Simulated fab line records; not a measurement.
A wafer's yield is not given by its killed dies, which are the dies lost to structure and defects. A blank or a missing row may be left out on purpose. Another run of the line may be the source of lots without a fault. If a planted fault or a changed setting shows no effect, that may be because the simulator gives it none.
Which of the tools did it?    flow sfq-line    43 wafers from 15 lots sampled at 2 of the route's 325 steps

## WHAT THE GAUGES READ, wafer by wafer
No reading from a measuring or inspecting step in the record can be judged against a usual standard deviation.

## WHAT TOOL EACH LOT RAN ON (gives the tool, then ch and the chambers of the sampled wafers, and finally the start)
lot   SFQ_TRILAYER_JJ_CE_LITHO_PEB_117   SFQ_TRILAYER_JJ_CE_METRO_MEASURE_117
L748  litho-track-02 ch 0, day 41 05:32  cd-sem-02, day 41 06:03
L749  litho-track-02 ch 0, day 41 09:08  cd-sem-02, day 41 09:39
L750  litho-track-03 ch 0, day 41 11:31  cd-sem-01, day 41 11:51
L752  litho-track-03 ch 0, day 42 11:39  cd-sem-01, day 42 11:59
L753  litho-track-03 ch 0, day 42 12:31  cd-sem-02, day 42 12:51
L755  litho-track-02 ch 0, day 43 02:55  cd-sem-02, day 43 03:15
L756  litho-track-03 ch 0, day 43 05:22  cd-sem-01, day 43 06:03
L757  litho-track-01 ch 0, day 43 08:55  cd-sem-02, day 43 09:15
L763  litho-track-03 ch 0, day 45 19:44  cd-sem-02, day 45 20:05
L764  litho-track-03 ch 0, day 45 23:22  cd-sem-01, day 45 23:53
L766  litho-track-03 ch 0, day 46 18:35  cd-sem-01, day 46 18:55
L767  litho-track-02 ch 0, day 47 01:47  cd-sem-02, day 47 02:07
L769  litho-track-01 ch 0, day 47 14:59  cd-sem-02, day 47 15:19
L770  litho-track-02 ch 0, day 47 18:40  cd-sem-01, day 47 19:31
L771  litho-track-01 ch 0, day 47 22:13  cd-sem-02, day 47 22:43
- SFQ_TRILAYER_JJ_CE_LITHO_PEB_117: peb time 60 s.
- SFQ_TRILAYER_JJ_CE_METRO_MEASURE_117

## AS READ BY THE TOOLS THEMSELVES (means over the sampled wafers that have a number; for cases with no such wafer, the mark the record gives instead)
SFQ_TRILAYER_JJ_CE_LITHO_PEB_117.
lot   tool            plate-temp-C (C)  resist-line-temp-C (C)
L748  litho-track-02  115.04            22.98
L749  litho-track-02  114.87            23.07
L750  litho-track-03  114.95            23.07
L752  litho-track-03  115.09            22.98
L753  litho-track-03  115.19            22.98
L755  litho-track-02  115.04            23.01
L756  litho-track-03  115.02            23.03
L757  litho-track-01  114.87            23.03
L763  litho-track-03  115.01            22.99
L764  litho-track-03  115.06            23.04
L766  litho-track-03  115.02            23.05
L767  litho-track-02  115.03            23.17
L769  litho-track-01  115.08            23.14
L770  litho-track-02  114.87            22.92
L771  litho-track-01  115.18            22.93

SFQ_TRILAYER_JJ_CE_METRO_MEASURE_117.
lot   tool       cd-nm (nm)
L748  cd-sem-02  700.7
L749  cd-sem-02  699.3
L750  cd-sem-01  699.7
L752  cd-sem-01  702.3
L753  cd-sem-02  700.9
L755  cd-sem-02  699.6
L756  cd-sem-01  698.1
L757  cd-sem-02  701.5
L763  cd-sem-02  693.6
L764  cd-sem-01  693.7
L766  cd-sem-01  693.2
L767  cd-sem-02  698.7
L769  cd-sem-02  699.4
L770  cd-sem-01  699.1
L771  cd-sem-02  699.7

## THE ANSWER, worked out from the rows above alone
Rule: the usual values come from the lots themselves. Put in order of their means at a reading, lots are off if they are a third of the lots or fewer, leave a main group of 4 or more, and stand apart from it by a gap of 3 or more times the standard deviation of the main group's means; of several such gaps the widest counts. A main group is skipped when, at the precision printed for the reading in the tables above, its means are all equal. Also off: a lot with no number at a reading for which 4 or more lots have one. The other lots that the step has rows for count as sound. The gauges are gone through in route order, then the tools' own readings, and for those a lot's mean is taken as printed above. The first step at which some lot is off is used, and at that step the reading that is off furthest; a lot without a number counts as furthest.
Off: L763, L764, L766 (SFQ_TRILAYER_JJ_CE_METRO_MEASURE_117, cd-nm). Main group: mean 699.9 nm, sd 1.2.
If a tool, at that step or one of the process steps before it, ran each lot that is off and ran no sound lot following the first of them, it fits. One fits: SFQ_TRILAYER_JJ_CE_LITHO_PEB_117 on litho-track-03. A fault onset in the window from L756 (day 43 05:22, its last sound lot) to L763 (day 45 19:44, its first lot off) fits.

## WHAT WAS PUT IN BY THE SIMULATOR
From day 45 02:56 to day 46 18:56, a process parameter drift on litho-track-03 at SFQ_TRILAYER_JJ_CE_LITHO_PEB_117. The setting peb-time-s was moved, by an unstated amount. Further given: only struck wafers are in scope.
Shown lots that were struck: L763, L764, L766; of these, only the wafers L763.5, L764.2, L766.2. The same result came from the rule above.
